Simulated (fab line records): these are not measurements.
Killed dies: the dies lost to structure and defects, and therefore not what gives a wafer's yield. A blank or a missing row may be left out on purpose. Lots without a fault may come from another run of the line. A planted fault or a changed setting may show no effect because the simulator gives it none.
Which tool did it? -- flow gf180mcu -- Sampling: 12 lots, 36 wafers, 5 of 602 route steps

WHAT EACH GAUGE READ, for each wafer
GF_M3_CD_MEAS_14: the cd target is 280 nm. Usual: cd-nm reads 280.1 nm (standard deviation 1.3).
lot,measured,on,cd-nm (nm),flag
L816,day 22 02:08,cd-sem-01,279.0 279.2 278.6,
L815,day 22 05:08,cd-sem-01,278.7 280.6 280.2,
L822,day 23 03:26,cd-sem-02,282.5 281.8 282.3,
L823,day 23 06:02,cd-sem-02,279.3 280.6 280.0,
L824,day 23 20:08,cd-sem-02,280.0 281.3 279.3,
L826,day 24 08:20,cd-sem-02,278.7 279.6 278.9,
L827,day 24 15:36,cd-sem-02,278.4 278.4 277.8,
L828,day 25 01:47,cd-sem-02,276.4 279.8 276.3,
L834,day 27 03:05,cd-sem-02,279.9 279.3 279.5,
L835,day 27 15:02,cd-sem-02,281.5 279.8 280.2,
L836,day 27 20:42,cd-sem-02,280.5 281.0 279.4,
L838,day 28 11:13,cd-sem-01,282.6 282.2 283.0,

GF_M4_RS_MEAS_05: measures by four-point-probe. Usual: M4_ALCU_RS 0.0704 ohm/sq, standard deviation 0.0009.
lot,measured,on,M4_ALCU_RS (ohm/sq),flag
L816,day 23 03:27,film-metro-03,0.0711 0.0722 0.0713,
L815,day 23 07:19,film-metro-04,0.0703 0.0700 0.0700,
L822,day 24 04:49,film-metro-02,0.0704 0.0700 0.0715,
L823,day 24 07:53,film-metro-04,0.0705 0.0686 0.0689,
L824,day 24 22:15,film-metro-04,0.0705 0.0714 0.0704,
L826,day 25 09:13,film-metro-04,0.0695 0.0699 0.0698,
L827,day 25 17:08,film-metro-02,0.0699 0.0703 0.0701,
L828,day 26 02:25,film-metro-04,0.0680 0.0704 0.0684,
L834,day 28 04:25,film-metro-04,0.0710 0.0718 0.0721,
L835,day 28 15:56,film-metro-04,0.0697 0.0709 0.0709,
L836,day 28 21:14,film-metro-02,0.0704 0.0705 0.0703,
L838,day 29 12:08,film-metro-03,0.0703 0.0707 0.0700,

EACH LOT AND THE TOOL THAT RAN IT (in order: tool; ch and the chambers of the sampled wafers; start)
lot,GF_V1_STRIP_18,GF_M3_PEB_12,GF_V3_ETCH_17
L816,"plasma-asher-01 ch 0,1, day 18 23:31","litho-track-04 ch 0, day 22 01:47","rie-diel-04 ch 1,3, day 23 03:27 or earlier"
L815,"plasma-asher-01 ch 1, day 19 02:37","litho-track-03 ch 0, day 22 04:47","rie-diel-04 ch 1,2,3, day 23 07:19 or earlier"
L822,"plasma-asher-03 ch 0,1, day 20 03:28","litho-track-01 ch 0, day 23 03:05","rie-diel-02 ch 0,3, day 24 04:49 or earlier"
L823,"plasma-asher-03 ch 0,1, day 20 06:46","litho-track-01 ch 0, day 23 05:41","rie-diel-04 ch 0,2,3, day 24 07:53 or earlier"
L824,"plasma-asher-01 ch 1, day 20 20:34","litho-track-01 ch 0, day 23 19:47","rie-diel-03 ch 2,3, day 24 22:15 or earlier"
L826,"plasma-asher-01 ch 1, day 21 08:58","litho-track-03 ch 0, day 24 07:59","rie-diel-04 ch 1,2,3, day 25 09:13 or earlier"
L827,"plasma-asher-01 ch 0,1, day 21 15:24","litho-track-04 ch 0, day 24 15:17","rie-diel-02 ch 0,2,3, day 25 17:08 or earlier"
L828,"plasma-asher-01 ch 0, day 22 02:46","litho-track-01 ch 0, day 25 01:26","rie-diel-02 ch 1,2, day 26 02:25 or earlier"
L834,"plasma-asher-02 ch 1, day 24 05:16","litho-track-04 ch 0, day 27 02:44","rie-diel-03 ch 1,2,3, day 28 04:25 or earlier"
L835,"plasma-asher-01 ch 0,1, day 24 16:52","litho-track-04 ch 0, day 27 14:41","rie-diel-03 ch 0,1, day 28 15:56 or earlier"
L836,"plasma-asher-03 ch 0,1, day 24 22:22","litho-track-01 ch 0, day 27 20:22","rie-diel-02 ch 0,1,3, day 28 21:14 or earlier"
L838,"plasma-asher-02 ch 0,1, day 25 13:30","litho-track-01 ch 0, day 28 10:54","rie-diel-04 ch 1,2, day 29 12:08 or earlier"
- GF_V1_STRIP_18: strips in O2/N2.
- GF_M3_PEB_12: peb time 90 s.
- GF_V3_ETCH_17: etches SiO2 in C4F8/O2/Ar, stops on TiN, target depth 635 nm.

WHAT THE TOOLS THEMSELVES READ (means of the sampled wafers that have a number; where no wafer has one, the mark that the record gives instead)
GF_V1_STRIP_18. Usual: drypump-motor-current-A 5.5 A, standard deviation 0.51; heater-power-w 328 W, standard deviation 38; oes-product-au 0.592 a.u., standard deviation 0.0051.
lot,tool,drypump-motor-current-A (A),heater-power-w (W),oes-product-au (a.u.),flag
L816,plasma-asher-01,5.0,296,0.596,
L815,plasma-asher-01,5.0,291,0.595,
L822,plasma-asher-03,6.0,339,0.591,
L823,plasma-asher-03,6.0,352,0.595,
L824,plasma-asher-01,5.0,293,0.589,
L826,plasma-asher-01,4.9,291,0.596,
L827,plasma-asher-01,5.1,309,0.591,
L828,plasma-asher-01,5.2,315,0.593,
L834,plasma-asher-02,6.0,325,0.588,
L835,plasma-asher-01,5.1,310,0.590,
L836,plasma-asher-03,6.1,343,0.594,
L838,plasma-asher-02,6.2,390,0.593,

GF_V3_ETCH_17. Usual: oes-product-au reads 0.855 a.u. (standard deviation 0.0045).
lot,tool,oes-product-au (a.u.),flag
L816,rie-diel-04,0.857,
L815,rie-diel-04,0.852,
L822,rie-diel-02,0.859,
L823,rie-diel-04,0.855,
L824,rie-diel-03,0.855,
L826,rie-diel-04,0.853,
L827,rie-diel-02,0.855,
L828,rie-diel-02,0.854,
L834,rie-diel-03,0.856,
L835,rie-diel-03,0.857,
L836,rie-diel-02,0.857,
L838,rie-diel-04,0.854,

THE ANSWER, worked out from the rows above alone
Rule: a lot is off if the mean of its wafers that have a number lies more than 3 standard deviations from the usual mean. A lot without any number at a reading at which 4 lots or more have one is off too. All remaining lots with rows at the step are treated as sound. The gauges are gone through in route order, then the tools' own readings, and for those a lot's mean is taken as printed above. At the first step where some lot is off, the reading lying furthest off is the one used; lots without a number count as furthest.
None of the lots is off at any reading shown; this tells nothing.

WHAT THE SIMULATOR HAD PUT IN
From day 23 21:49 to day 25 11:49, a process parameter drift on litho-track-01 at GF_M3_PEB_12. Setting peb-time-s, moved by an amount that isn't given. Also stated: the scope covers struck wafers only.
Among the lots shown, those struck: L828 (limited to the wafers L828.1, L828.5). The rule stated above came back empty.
